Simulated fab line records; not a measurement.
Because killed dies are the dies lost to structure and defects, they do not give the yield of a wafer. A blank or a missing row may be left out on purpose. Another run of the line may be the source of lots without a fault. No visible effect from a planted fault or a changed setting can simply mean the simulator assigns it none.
Struck lot and sound lot, side by side | flow sky130 | 17 steps out of a route of 708
Sound: the wafers L147.1, L147.3, L147.5. Wafers struck: L151.3, L151.4, L151.6. At the end, the cause is stated.
At each step with rows: each side's tool, then ch and its chambers, then its first start. Under that, the readings that differ: sound wafers | struck wafers | difference of the means | sigmas: that difference in standard deviations of wafers without a fault.
alike: same words and numbers on both sides, and readings whose means sit less than 2 such deviations apart. not compared: any withheld reading, any reading some wafer has no value for, any bound like >300 that may hide the same value, and any number with overlapping values for which the record gives no deviation.
The two part at a step that has a row with sigmas, a row that says differs or no value, or rows on one side only. When numbers do not overlap yet have no deviation, they are printed without sigmas and do not part them. A reading that every wafer of one side lacks parts them only if that side has two wafers or more.

first, 1 step without rows for these wafers: SKY_VT_ADJUST_LVTN_IMPLANT_19.
SKY_VT_ADJUST_LVTN_STRIP_20: strips in O2/N2.
  sound on plasma-asher-04 ch 0,1, day 8 18:52; struck on plasma-asher-03 ch 0,1, day 9 18:07
  alike: drypump-motor-current-A, oes-product-au, strip-time-to-endpoint-s
  not compared: rf-hours-counter-h
SKY_VT_ADJUST_LVTN_TW_MEAS_21:
  sound on film-metro-01 at day 8 18:58; struck on film-metro-04 at day 9 18:12
  reading             | sound             | struck            | difference | sigmas
  VT_ADJUST_LVTN_2_TW | 185.9 185.0 186.8 | 190.3 190.8 189.9 | +4.4       | +2
then, 7 steps without rows for these wafers: SKY_VT_ADJUST_NCORE_DEHYDRATE_00 (time 60 s); SKY_VT_ADJUST_NCORE_HMDS_01 (prime time 60 s); SKY_VT_ADJUST_NCORE_COAT_02 (resist thk 1140 nm); SKY_VT_ADJUST_NCORE_SOFTBAKE_03 (time 60 s); SKY_VT_ADJUST_NCORE_EXPOSE_04 (exposes mask LVTN COMPLEMENT THIN, target cd 380 nm); SKY_VT_ADJUST_NCORE_PEB_05; SKY_VT_ADJUST_NCORE_DEVELOP_06 (develop time 60 s).
SKY_VT_ADJUST_NCORE_CD_MEAS_07: target cd 380 nm.
  sound on cd-sem-02 at day 9 13:53; struck on cd-sem-01 at day 10 15:13
  alike: cd-nm
SKY_VT_ADJUST_NCORE_OVL_MEAS_08:
  sound on overlay-02 at day 9 14:00; struck on overlay-02 at day 10 15:19
  alike: VT_ADJUST_NCORE_OVL
SKY_VT_ADJUST_NCORE_IMPLANT_09:
  sound on implanter-02 ch 0, day 9 14:02; struck on implanter-01 ch 0, day 10 15:23
  reading            | sound                            | struck                          | difference  | sigmas
  dose-ions-cm2      | 2.4035e+12 2.4043e+12 2.4029e+12 | 2.5924e+12 2.5929e+12 2.591e+12 | +1.8853e+11 | +73
  faraday-current-uA | 12.97 13.11 14.02                | 14.48 14.72 14.59               | +1.23       | +5
SKY_VT_ADJUST_NCORE_STRIP_10: strips in O2/N2.
  sound on plasma-asher-02 ch 1, day 9 14:11; struck on plasma-asher-02 ch 0,1, day 10 15:31
  reading                      | sound             | struck            | difference | sigmas
  strip-time-to-endpoint-s (s) | 14.15 14.16 14.18 | 14.26 14.27 14.23 | +0.09      | +2
  alike: drypump-motor-current-A, oes-product-au
  not compared: rf-hours-counter-h
SKY_VT_ADJUST_NCORE_TW_MEAS_11:
  sound on film-metro-02 at day 9 14:17; struck on film-metro-03 at day 10 15:38
  reading            | sound             | struck            | difference | sigmas
  VT_ADJUST_NCORE_TW | 216.2 216.0 215.5 | 224.8 223.1 223.5 | +7.9       | +4
then, 1 step without rows for these wafers: SKY_VT_ADJUST_HVTR_DEHYDRATE_00 (time 60 s).
-- the record jumps here: 37 days lie between the struck wafers' starts before and after (it left off in module VT_ADJUST_HVTR and takes up again in module PAD_OPEN, whose first step shown is number 708 of the route) --
SKY_PAD_OPEN_PROBE_99:
  sound on prober-01 at day 46 19:55; struck on prober-02 at day 47 14:49
  reading                                   | sound                   | struck                  | difference | sigmas
  model.etest.pfet-g5v0d10v5.drive-ua-um    | 345.5 336.7 344.9       | 346.7 347.2 354.4       | +7.1       |
  model.etest.pfet-g5v0d10v5.off-log10-a-um | -12.3 -12.43 -12.13     | -12.03 -11.99 -11.83    | +0.34      |
  model.etest.pfet-g5v0d10v5.vt-sat-v (V)   | -0.5988 -0.6171 -0.6028 | -0.5845 -0.5724 -0.5719 | +0.0300    |
  model.etest.pfet_16v.vt-v (V)             | -1.079 -1.094 -1.09     | -1.034 -1.029 -1.029    | +0.057     |
  model.etest.pfet-g5v0d10v5.vt-v (V)       | -0.8038 -0.8143 -0.8031 | -0.7776 -0.7779 -0.7726 | +0.0310    |
  model.etest.pfet-g5v0d10v5.vt-long-v (V)  | -0.9178 -0.9297 -0.9211 | -0.861 -0.8595 -0.8621  | +0.062     |
  alike: killed_at_M0_to_M3, killed_at_M4_up, killed-at-contacts, killed-at-front-end, killed-at-other, killed-dies, killed-open, killed-short
  not compared: model.etest.nfet_16v.r-on-ohm-um, model.etest.res-pwell-under-gate.rs-ohm-sq

WHERE THEY PART
Last at SKY_VT_ADJUST_NCORE_TW_MEAS_11 as far as this record goes, first at SKY_VT_ADJUST_LVTN_TW_MEAS_21. Later steps at which nothing parts them and some readings are alike: SKY_PAD_OPEN_PROBE_99.

WHY: whatever the simulator had introduced
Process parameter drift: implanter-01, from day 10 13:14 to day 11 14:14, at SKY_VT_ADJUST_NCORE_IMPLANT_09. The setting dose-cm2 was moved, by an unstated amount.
